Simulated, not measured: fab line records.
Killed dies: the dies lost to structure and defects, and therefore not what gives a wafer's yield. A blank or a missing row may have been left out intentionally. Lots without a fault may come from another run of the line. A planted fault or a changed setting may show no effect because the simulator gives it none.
fab line records | flow gf180mcu
record lots=24 wafers=72 last-day=34
route steps=602 shown M1@316 M2@366 M3@414 V3@450 TOP_METAL@573
lots with no fault: from the same line, run without faults
start-h: hours from the record's opening day to when the first of the lot's shown wafers began | wait-h: time in hours since the lot's previous step | " the same as in the row above | L1.1+2: a single row standing in for several wafers | - no value, or no start given | * or withheld: withheld | < > ~ a bound
route shown NAME@n: a module of which the file shows steps, and the number in the route of the first | usual: average and standard deviation across the fault-free wafers | same: alike in all rows | chamber/n: place in a boat | sites: readings site by site | _std_site: the values' standard deviation | _edge_site: inner sites' mean taken away from outer sites' mean | radius-mm: how far each site lies from the wafer's centre | mask NAME#n: copy n | behind: the most recent tool/chamber to have shaped the wafer | hold: what put the lot on hold/how long, in hours/how the hold closed | device: whichever transistor did not switch (one of n, p or np) | end of line: the route-end tests of the same wafers | where a step has no rows: the recipe by itself | killed: not the wafer's yield, but the dies lost to structure and defects at the first sort | map: the dies of a wafer, with x for killed, . for not killed, _ for no die there
set.NAME: the setting as run; set.NAME@STEP: as run at that earlier step | model.NAME: the simulator's own value behind a step, which no gauge read
steps of the route over a sample of lots; a table a step, a row a wafer
services: a tool's chamber out of use, with start hour (start-h, from the record's first day; less than 0 if before it), hours out, and reason
## steps
# step GF_M1_SPUTTER_01
# recipe material=TiN target-thk-nm=30 power-w=6500 time-s=25 chamber-pressure-pa=0.4
# usual throttle-valve-pct=29.8/0.89
# columns lot.wafer tool chamber start-h wait-h throttle-valve-pct
L074.1 pvd-sputter-04 - 369.37 0.1 29.5
L074.5 " - " " 29.7
L074.6 " - " " 28.9
L075.2 pvd-sputter-03 - 375.34 0.1 29.5
L075.4 " - " " 30.9
L075.5 " - " " 30.6
L076.3 pvd-sputter-01 - 387.24 0.1 30.0
L076.4 " - " " 31.3
L076.5 " - " " 31.5
L077.1 pvd-sputter-03 - 390.32 0.1 28.8
L077.2 " - " " 31.3
L077.6 " - " " 29.5
L079.4 pvd-sputter-03 - 409.63 0.1 30.6
L079.5 " - " " 29.0
L079.6 " - " " 29.7
L078.1 pvd-sputter-04 - 412.73 0.1 28.4
L078.2 " - " " 28.5
L078.3 " - " " 29.5
L080.2 pvd-sputter-04 - 417.61 0.1 29.3
L080.4 " - " " 28.5
L080.5 " - " " 29.5
L081.2 pvd-sputter-03 - 427.12 0.1 28.9
L081.3 " - " " 31.3
L081.6 " - " " 29.6
L082.1 pvd-sputter-04 - 434.81 0.1 28.9
L082.3 " - " " 29.8
L082.5 " - " " 29.2
L083.1 pvd-sputter-04 - 452.60 0.1 29.7
L083.3 " - " " 28.3
L083.5 " - " " 29.7
L084.2 pvd-sputter-01 - 460.73 0.1 30.6
L084.4 " - " " 29.7
L084.5 " - " " 30.3
L085.3 pvd-sputter-03 - 469.84 0.1 29.1
L085.4 " - " " 29.4
L085.6 " - " " 29.0
L086.1 pvd-sputter-01 - 472.43 0.1 31.4
L086.5 " - " " 30.0
L086.6 " - " " 30.3
L087.1 pvd-sputter-04 - 488.56 0.1 29.8
L087.4 " - " " 29.9
L087.5 " - " " 28.4
L088.1 pvd-sputter-01 - 497.32 0.1 31.4
L088.3 " - " " 30.3
L088.4 " - " " 29.8
L089.2 pvd-sputter-01 - 506.64 0.1 30.1
L089.4 " - " " 29.9
L089.5 " - " " 29.9
L090.2 pvd-sputter-03 - 506.81 0.1 29.8
L090.5 " - " " 29.1
L090.6 " - " " 30.4
L091.2 pvd-sputter-03 - 517.80 0.1 30.6
L091.4 " - " " 31.3
L091.6 " - " " 30.5
L092.1 pvd-sputter-03 - 525.83 0.1 31.4
L092.3 " - " " 30.7
L092.6 " - " " 30.8
L093.4 pvd-sputter-04 - 532.32 0.1 29.7
L093.5 " - " " 29.5
L093.6 " - " " 30.0
L094.1 pvd-sputter-04 - 544.68 0.1 28.7
L094.2 " - " " 29.9
L094.3 " - " " 29.6
L095.2 pvd-sputter-03 - 545.79 0.1 31.3
L095.3 " - " " 29.8
L095.4 " - " " 30.5
L096.2 pvd-sputter-01 - 555.87 0.1 31.3
L096.4 " - " " 29.8
L096.6 " - " " 29.8
L097.2 pvd-sputter-04 - 559.71 0.1 28.8
L097.5 " - " " 29.5
L097.6 " - " " 28.3
# step GF_M2_SPUTTER_04
# recipe material=TiN target-thk-nm=50 power-w=6500 time-s=41.7 chamber-pressure-pa=0.4
# usual throttle-valve-pct=29.5/0.87
# columns lot.wafer tool chamber start-h wait-h throttle-valve-pct
L074.1 pvd-sputter-02 - 418.52 0.0 28.5
L074.5 " - " " 29.6
L074.6 " - " " 28.4
L075.2 pvd-sputter-04 - 424.68 0.0 29.4
L075.4 " - " " 29.5
L075.5 " - " " 28.4
L076.3 pvd-sputter-03 - 438.18 0.0 29.7
L076.4 " - " " 30.9
L076.5 " - " " 30.3
L077.1 pvd-sputter-04 - 440.24 0.0 29.7
L077.2 " - " " 29.7
L077.6 " - " " 28.3
L079.4 pvd-sputter-02 - 461.50 0.0 28.7
L079.5 " - " " 28.3
L079.6 " - " " 30.6
L078.1 pvd-sputter-03 - 465.22 0.0 29.0
L078.2 " - " " 29.6
L078.3 " - " " 30.6
L080.2 pvd-sputter-04 - 469.68 0.0 29.6
L080.4 " - " " 28.7
L080.5 " - " " 29.8
L081.2 pvd-sputter-02 - 478.45 0.0 28.3
L081.3 " - " " 28.8
L081.6 " - " " 29.3
L082.1 pvd-sputter-03 - 486.50 0.0 31.4
L082.3 " - " " 29.4
L082.5 " - " " 29.0
L083.1 pvd-sputter-04 - 504.38 0.0 28.3
L083.3 " - " " 29.7
L083.5 " - " " 29.5
L084.2 pvd-sputter-02 - 511.10 0.0 30.4
L084.4 " - " " 29.2
L084.5 " - " " 28.8
L085.3 pvd-sputter-02 - 520.48 0.0 30.6
L085.4 " - " " 29.5
L085.6 " - " " 31.0
L086.1 pvd-sputter-03 - 523.52 0.0 31.5
L086.5 " - " " 31.1
L086.6 " - " " 30.8
L087.1 pvd-sputter-02 - 538.35 0.0 29.6
L087.4 " - " " 30.5
L087.5 " - " " 30.7
L088.1 pvd-sputter-04 - 546.93 0.0 28.4
L088.3 " - " " 28.8
L088.4 " - " " 29.5
L089.2 pvd-sputter-02 - 555.65 0.0 29.7
L089.4 " - " " 30.7
L089.5 " - " " 28.5
L090.2 pvd-sputter-04 - 556.32 0.0 29.8
L090.5 " - " " 29.9
L090.6 " - " " 29.7
L091.2 pvd-sputter-02 - 567.09 0.0 28.8
L091.4 " - " " 29.4
L091.6 " - " " 28.3
L092.1 pvd-sputter-04 - 574.95 0.0 28.3
L092.3 " - " " 29.8
L092.6 " - " " 28.4
L093.4 pvd-sputter-02 - 580.07 0.0 29.3
L093.5 " - " " 29.0
L093.6 " - " " 29.5
L094.1 pvd-sputter-03 - 593.00 0.0 28.8
L094.2 " - " " 29.7
L094.3 " - " " 31.3
L095.2 pvd-sputter-04 - 593.30 0.0 28.4
L095.3 " - " " 29.7
L095.4 " - " " 28.6
L096.2 pvd-sputter-02 - 602.41 0.0 29.4
L096.4 " - " " 29.2
L096.6 " - " " 29.1
L097.2 pvd-sputter-03 - 605.52 0.0 28.9
L097.5 " - " " 30.7
L097.6 " - " " 29.0
# step GF_M2_METAL_ETCH_16
# recipe chemistry=Cl2/BCl3 mask-material=KrF target-depth-nm=627.5 stop-on=SiO2 pressure-mtorr=8 icp-w=800 bias-w=140 Cl2_flow_sccm=80 bcl3-flow-sccm=40 time-s=104.6
# usual bcl3-flow-sccm=39.97/0.11 drypump-motor-current-A=5.49/0.17 he-backside-leak-sccm=3.4/0.3 mfc-cl2-sccm=79.95/0.24 oes-product-au=0.975/0.0067 throttle-valve-pct=28.246/0.01
# columns lot.wafer tool chamber start-h wait-h bcl3-flow-sccm drypump-motor-current-A he-backside-leak-sccm mfc-cl2-sccm oes-product-au rf-hours-counter-h throttle-valve-pct
L074.1 rie-metal-03 0 443.12 0.0 39.80 5.54 3.4 79.71 0.975 6.2 28.246
L074.5 " 0 " " 39.99 5.53 3.3 79.69 0.978 - 28.229
L074.6 " 0 " " 39.92 5.54 3.3 79.76 0.982 - 28.240
L075.2 rie-metal-03 0 449.33 0.1 39.86 5.53 3.5 80.01 0.962 - 28.257
L075.4 " 0 " " 39.89 5.54 3.3 79.69 0.973 - 28.237
L075.5 " 0 " " 39.90 5.52 3.5 79.60 0.972 - 28.241
L076.3 rie-metal-02 0 462.76 0.1 40.14 5.30 3.2 80.37 0.970 - 28.249
L076.4 " 0 " " 39.89 5.34 3.1 79.55 0.971 - 28.246
L076.5 " 0 " " 39.99 5.32 3.0 80.09 0.971 - 28.250
L077.1 rie-metal-03 1 464.99 0.0 39.98 5.62 3.6 79.61 0.982 3.4 28.233
L077.2 " 0 " " 39.95 5.53 3.3 80.04 0.965 6.8 28.232
L077.6 " 1 " " 39.90 5.63 3.6 79.55 0.973 - 28.233
L079.4 rie-metal-02 1 486.23 0.0 40.09 5.41 3.3 79.80 0.981 - 28.247
L079.5 " 0 " " 39.92 5.33 3.3 80.10 0.980 - 28.240
L079.6 " 1 " " 39.97 5.41 3.3 79.68 0.982 - 28.234
L078.1 rie-metal-03 1 489.72 0.0 39.75 5.65 3.7 79.62 0.977 3.8 28.237
L078.2 " 0 " " 40.18 5.52 5.9 80.29 0.983 7.3 28.233
L078.3 " 0 " " 40.03 5.51 3.3 79.90 0.985 - 28.240
L080.2 rie-metal-04 1 494.07 0.0 40.04 5.78 3.5 80.35 0.969 8.2 28.249
L080.4 " 1 " " 40.02 5.78 5.2 79.88 0.962 - 28.255
L080.5 " 0 " " 39.97 5.24 3.3 80.26 0.969 - 28.244
L081.2 rie-metal-04 1 506.72 0.0 40.02 5.80 3.3 80.37 0.973 8.5 28.234
L081.3 " 1 " " 40.00 5.77 3.5 80.31 0.973 - 28.259
L081.6 " 1 " " 40.05 5.78 3.4 80.38 0.970 - 28.235
L082.1 rie-metal-03 0 509.92 0.0 40.09 5.55 3.4 80.03 0.977 7.7 28.257
L082.3 " 1 " " 40.04 5.61 3.6 79.64 0.976 - 28.234
L082.5 " 1 " " 40.05 5.62 3.5 80.07 0.964 - 28.240
L083.1 rie-metal-04 1 528.24 0.0 39.98 5.77 3.4 80.17 0.970 9.0 28.260
L083.3 " 0 " " 39.95 5.24 3.2 80.53 0.972 - 28.259
L083.5 " 0 " " 39.87 5.24 3.3 80.35 0.972 - 28.245
L084.2 rie-metal-04 0 534.17 0.0 40.14 5.22 3.4 79.98 0.986 4.0 28.250
L084.4 " 0 " " 40.05 5.22 3.5 79.96 0.979 - 28.240
L084.5 " 1 " " 40.18 5.78 3.6 79.51 0.973 - 28.246
L085.3 rie-metal-03 1 542.65 0.1 40.06 5.65 3.5 79.86 0.985 - 28.242
L085.4 " 0 " " 39.73 5.53 3.5 80.02 0.978 - 28.251
L085.6 " 0 " " 39.95 5.55 3.5 80.19 0.986 - 28.237
L086.1 rie-metal-03 1 546.37 0.0 39.90 5.61 3.3 80.35 0.970 5.2 28.254
L086.5 " 0 " " 40.04 5.53 3.2 79.67 0.975 - 28.243
L086.6 " 1 " " 40.09 5.63 3.3 80.20 0.984 - 28.233
L087.1 rie-metal-03 1 561.12 0.0 40.05 5.63 3.7 79.49 0.975 5.4 28.251
L087.4 " 0 " " 39.77 5.57 3.4 80.10 0.980 - 28.234
L087.5 " 0 " " 39.84 5.53 3.4 80.02 0.981 - 28.244
L088.1 rie-metal-02 1 569.73 0.0 40.01 5.44 4.0 79.71 0.964 2.6 28.258
L088.3 " 1 " " 39.93 5.42 3.3 79.89 0.970 - 28.250
L088.4 " 1 " " 40.20 5.42 3.2 79.86 0.973 - 28.261
L089.2 rie-metal-03 0 577.72 0.0 39.96 5.53 3.4 80.16 0.976 9.2 28.235
L089.4 " 0 " " 39.91 5.52 3.4 79.98 0.976 - 28.239
L089.5 " 1 " " 40.07 5.62 3.6 79.69 0.979 - 28.238
L090.2 rie-metal-04 1 578.84 0.0 39.90 5.78 3.5 79.67 0.975 10.4 28.248
L090.5 " 0 " " 40.05 5.24 3.3 80.04 0.978 - 28.244
L090.6 " 1 " " 39.74 5.80 3.4 79.83 0.973 - 28.239
L091.2 rie-metal-02 0 589.44 0.0 39.82 5.32 3.1 80.05 0.975 0.3 28.247
L091.4 " 0 " " 39.98 5.32 3.0 79.89 0.967 - 28.219
L091.6 " 0 " " 39.90 5.33 3.1 79.79 0.973 - 28.243
L092.1 rie-metal-03 0 596.37 0.0 39.93 5.54 3.4 79.68 0.963 9.8 28.243
L092.3 " 1 " " 39.88 5.63 3.7 80.42 0.970 - 28.250
L092.6 " 0 " " 39.81 5.54 3.3 79.89 0.970 - 28.267
L093.4 rie-metal-02 0 602.30 0.0 40.00 5.31 3.1 79.72 0.969 - 28.263
L093.5 " 0 " " 40.11 5.31 3.2 79.91 0.967 - 28.255
L093.6 " 1 " " 40.10 5.45 3.4 80.27 0.972 - 28.252
L094.1 rie-metal-04 0 613.71 0.0 40.05 5.21 3.3 80.14 0.977 6.5 28.246
L094.2 " 0 " " 39.91 5.19 3.3 80.32 0.979 - 28.258
L094.3 " 0 " " 40.03 5.20 3.3 80.03 0.970 - 28.262
L095.2 rie-metal-02 0 614.10 0.1 39.84 5.31 3.4 80.06 0.974 - 28.251
L095.3 " 0 " " 40.00 5.30 3.3 79.98 0.975 - 28.254
L095.4 " 0 " " 39.84 5.30 3.4 79.94 0.971 - 28.243
L096.2 rie-metal-03 1 623.21 0.0 39.91 5.68 3.6 80.15 0.973 6.9 28.253
L096.4 " 0 " " 40.26 5.53 3.3 80.16 0.980 - 28.254
L096.6 " 0 " " 40.09 5.54 3.4 79.97 0.988 - 28.259
L097.2 rie-metal-03 0 626.41 0.0 39.92 5.56 3.4 80.15 0.979 10.5 28.255
L097.5 " 0 " " 40.00 5.54 3.4 79.71 0.984 - 28.219
L097.6 " 1 " " 40.15 5.65 3.3 80.08 0.979 - 28.263
# step GF_M3_RS_MEAS_05
# recipe thk-meas-gauge=four-point-probe reads=TiN_of_M3_SPUTTER_04+Ti_of_M3_SPUTTER_03+AlCu_of_M3_SPUTTER_02+TiN_of_M3_SPUTTER_01+Ti_of_M3_SPUTTER_00
# usual M3_ALCU_RS=0.0698/0.00083
# columns lot.wafer tool chamber start-h wait-h M3_ALCU_RS[ohm/sq]
L074.1 film-metro-02 - 470.47 0.0 0.0698
L074.5 " - " " 0.0693
L074.6 " - " " 0.0696
L075.2 film-metro-01 - 476.74 0.0 0.0694
L075.4 " - " " 0.0705
L075.5 " - " " 0.0691
L076.3 film-metro-02 - 489.98 0.1 0.0715
L076.4 " - " " 0.0713
L076.5 " - " " 0.0699
L077.1 film-metro-01 - 492.01 0.0 0.0691
L077.2 " - " " 0.0706
L077.6 " - " " 0.0701
L079.4 film-metro-03 - 512.85 0.1 0.0695
L079.5 " - " " 0.0698
L079.6 " - " " 0.0677
L078.1 film-metro-01 - 516.42 0.0 0.0701
L078.2 " - " " 0.0686
L078.3 " - " " 0.0701
L080.2 film-metro-03 - 520.08 0.0 0.0709
L080.4 " - " " 0.0711
L080.5 " - " " 0.0707
L081.2 film-metro-01 - 532.76 0.0 0.0687
L081.3 " - " " 0.0693
L081.6 " - " " 0.0699
L082.1 film-metro-01 - 536.17 0.0 0.0687
L082.3 " - " " 0.0686
L082.5 " - " " 0.0703
L083.1 film-metro-02 - 553.57 0.0 0.0710
L083.3 " - " " 0.0704
L083.5 " - " " 0.0701
L084.2 film-metro-03 - 560.43 0.0 0.0719
L084.4 " - " " 0.0699
L084.5 " - " " 0.0711
L085.3 film-metro-02 - 568.01 0.1 0.0690
L085.4 " - " " 0.0679
L085.6 " - " " 0.0693
L086.1 film-metro-01 - 571.76 0.0 0.0698
L086.5 " - " " 0.0698
L086.6 " - " " 0.0705
L087.1 film-metro-03 - 586.15 0.0 0.0691
L087.4 " - " " 0.0690
L087.5 " - " " 0.0689
L088.1 film-metro-03 - 595.05 0.0 0.0692
L088.3 " - " " 0.0683
L088.4 " - " " 0.0699
L089.2 film-metro-03 - 602.54 0.0 0.0703
L089.4 " - " " 0.0697
L089.5 " - " " 0.0697
L090.2 film-metro-03 - 603.81 0.0 0.0702
L090.5 " - " " 0.0707
L090.6 " - " " 0.0696
L091.2 film-metro-02 - 613.11 0.0 0.0704
L091.4 " - " " 0.0708
L091.6 " - " " 0.0703
L092.1 film-metro-01 - 620.90 0.0 0.0710
L092.3 " - " " 0.0706
L092.6 " - " " 0.0687
L093.4 film-metro-02 - 626.15 0.1 0.0692
L093.5 " - " " 0.0697
L093.6 " - " " 0.0686
L094.1 film-metro-03 - 637.44 0.0 0.0703
L094.2 " - " " 0.0690
L094.3 " - " " 0.0698
L095.2 film-metro-02 - 637.74 0.0 0.0712
L095.3 " - " " 0.0699
L095.4 " - " " 0.0699
L096.2 film-metro-03 - 646.57 0.0 0.0695
L096.4 " - " " 0.0690
L096.6 " - " " 0.0695
L097.2 film-metro-03 - 649.48 0.0 0.0712
L097.5 " - " " 0.0715
L097.6 " - " " 0.0703
# step GF_V3_SPUTTER_21
# recipe material=Ti target-thk-nm=15 chamber-pressure-pa=5 power-w=2500 substrate-temp-c=200 time-s=80.02
# usual throttle-valve-pct=29.6/0.84
# columns lot.wafer tool chamber start-h wait-h throttle-valve-pct
L074.1 pvd-sputter-01 - 520.54 0.0 31.2
L074.5 " - " " 30.2
L074.6 " - " " 31.4
L075.2 pvd-sputter-01 - 526.58 0.0 29.7
L075.4 " - " " 30.0
L075.5 " - " " 29.6
L076.3 pvd-sputter-01 - 538.25 0.0 30.4
L076.4 " - " " 29.9
L076.5 " - " " 30.2
L077.1 pvd-sputter-02 - 541.27 0.0 29.1
L077.2 " - " " 28.4
L077.6 " - " " 29.0
L079.4 pvd-sputter-02 - 560.58 0.0 29.6
L079.5 " - " " 30.5
L079.6 " - " " 28.3
L078.1 pvd-sputter-01 - 564.53 0.0 29.9
L078.2 " - " " 29.9
L078.3 " - " " 30.3
L080.2 pvd-sputter-04 - 567.17 0.0 28.4
L080.4 " - " " 29.6
L080.5 " - " " 29.3
L081.2 pvd-sputter-04 - 579.85 0.0 29.7
L081.3 " - " " 29.5
L081.6 " - " " 29.0
L082.1 pvd-sputter-01 - 584.32 0.0 31.5
L082.3 " - " " 30.4
L082.5 " - " " 31.3
L083.1 pvd-sputter-01 - 599.83 0.0 29.6
L083.3 " - " " 31.5
L083.5 " - " " 30.0
L084.2 pvd-sputter-02 - 606.53 0.0 29.4
L084.4 " - " " 29.2
L084.5 " - " " 28.2
L085.3 pvd-sputter-02 - 612.35 0.0 29.4
L085.4 " - " " 30.6
L085.6 " - " " 28.9
L086.1 pvd-sputter-02 - 616.55 0.0 29.3
L086.5 " - " " 28.3
L086.6 " - " " 29.6
L087.1 pvd-sputter-01 - 631.00 0.0 30.5
L087.4 " - " " 31.3
L087.5 " - " " 30.4
L088.1 pvd-sputter-02 - 639.22 0.0 30.7
L088.3 " - " " 29.3
L088.4 " - " " 29.3
L089.2 pvd-sputter-02 - 645.53 0.0 30.5
L089.4 " - " " 29.6
L089.5 " - " " 29.0
L090.2 pvd-sputter-04 - 647.30 0.0 29.7
L090.5 " - " " 29.0
L090.6 " - " " 29.6
L091.2 pvd-sputter-04 - 656.04 0.0 28.9
L091.4 " - " " 29.5
L091.6 " - " " 29.9
L092.1 pvd-sputter-01 - 663.05 0.0 29.5
L092.3 " - " " 31.2
L092.6 " - " " 31.4
L093.4 pvd-sputter-04 - 668.28 0.0 29.6
L093.5 " - " " 28.6
L093.6 " - " " 29.6
L094.1 pvd-sputter-04 - 679.02 0.0 28.9
L094.2 " - " " 29.6
L094.3 " - " " 29.8
L095.2 pvd-sputter-02 - 679.38 0.0 30.8
L095.3 " - " " 29.4
L095.4 " - " " 28.5
L096.2 pvd-sputter-04 - 687.18 0.0 29.0
L096.4 " - " " 28.5
L096.6 " - " " 29.6
L097.2 pvd-sputter-04 - 690.05 0.0 29.8
L097.5 " - " " 29.2
L097.6 " - " " 28.5
# step GF_TOP_METAL_THK_MEAS_06
# recipe thk-meas-gauge=xrf reads=AlCu_of_TOP_METAL_SPUTTER_02
# usual TOP_METAL_ALCU_THK=905/12
# columns lot.wafer tool chamber start-h wait-h TOP_METAL_ALCU_THK[nm]
L074.1 film-metro-04 - 636.67 0.1 908
L074.5 " - " " 906
L074.6 " - " " 911
L075.2 film-metro-04 - 642.30 0.1 902
L075.4 " - " " 905
L075.5 " - " " 906
L076.3 film-metro-01 - 653.08 0.1 896
L076.4 " - " " 924
L076.5 " - " " 906
L077.1 film-metro-01 - 656.86 0.1 908
L077.2 " - " " 924
L077.6 " - " " 943
L079.4 film-metro-02 - 673.24 0.1 910
L079.5 " - " " 899
L079.6 " - " " 891
L078.1 film-metro-01 - 675.16 0.1 918
L078.2 " - " " 910
L078.3 " - " " 916
L080.2 film-metro-01 - 676.81 0.1 921
L080.4 " - " " 895
L080.5 " - " " 914
L081.2 film-metro-01 - 689.49 0.1 926
L081.3 " - " " 910
L081.6 " - " " 914
L082.1 film-metro-01 - 696.46 0.1 901
L082.3 " - " " 907
L082.5 " - " " 916
L083.1 film-metro-02 - 706.43 0.1 902
L083.3 " - " " 908
L083.5 " - " " 923
L084.2 film-metro-01 - 712.47 0.1 896
L084.4 " - " " 913
L084.5 " - " " 893
L085.3 film-metro-01 - 718.65 0.1 906
L085.4 " - " " 892
L085.6 " - " " 899
L086.1 film-metro-04 - 720.36 0.1 901
L086.5 " - " " 895
L086.6 " - " " 905
L087.1 film-metro-01 - 734.51 0.1 927
L087.4 " - " " 909
L087.5 " - " " 924
L088.1 film-metro-02 - 741.13 0.1 909
L088.3 " - " " 906
L088.4 " - " " 898
L089.2 film-metro-04 - 744.85 0.1 919
L089.4 " - " " 903
L089.5 " - " " 893
L090.2 film-metro-04 - 746.95 0.1 891
L090.5 " - " " 897
L090.6 " - " " 894
L091.2 film-metro-02 - 754.63 0.1 900
L091.4 " - " " 911
L091.6 " - " " 897
L092.1 film-metro-02 - 761.62 0.1 883
L092.3 " - " " 908
L092.6 " - " " 913
L093.4 film-metro-02 - 765.65 0.1 883
L093.5 " - " " 874
L093.6 " - " " 876
L094.1 film-metro-02 - 775.01 0.1 894
L094.2 " - " " 894
L094.3 " - " " 906
L095.2 film-metro-02 - 775.62 0.1 899
L095.3 " - " " 909
L095.4 " - " " 899
L096.2 film-metro-01 - 782.26 0.1 893
L096.4 " - " " 907
L096.6 " - " " 889
L097.2 film-metro-02 - 785.54 0.1 904
L097.5 " - " " 905
L097.6 " - " " 898
## services
# columns tool chamber start-h hours kind
pvd-sputter-04 - 371.38 35.5 repair
pvd-sputter-01 - 377.00 3.3 repair
rie-metal-02 1 387.62 33.5 repair
pvd-sputter-01 - 390.13 3.4 repair
pvd-sputter-02 - 403.47 1.9 repair
pvd-sputter-03 - 406.52 2.6 repair
pvd-sputter-02 - 435.18 9.1 repair
rie-metal-02 - 437.62 0.4 repair
rie-metal-03 1 441.85 9.8 repair
pvd-sputter-04 - 453.25 3.9 repair
pvd-sputter-02 - 467.07 4.9 repair
rie-metal-04 - 491.01 2.8 pm
pvd-sputter-03 - 495.87 2.6 repair
pvd-sputter-01 - 512.83 7.4 repair
pvd-sputter-04 - 516.07 3.1 repair
pvd-sputter-03 - 530.80 7.7 repair
pvd-sputter-01 - 531.37 2.5 repair
rie-metal-03 - 531.87 3.1 repair
pvd-sputter-03 - 553.62 14.8 repair
rie-metal-02 1 580.47 4.4 repair
rie-metal-02 1 613.93 5.6 repair
pvd-sputter-02 - 616.88 3.5 repair
rie-metal-02 1 661.97 6.2 repair
pvd-sputter-01 - 682.93 2.6 repair
## key
fault none
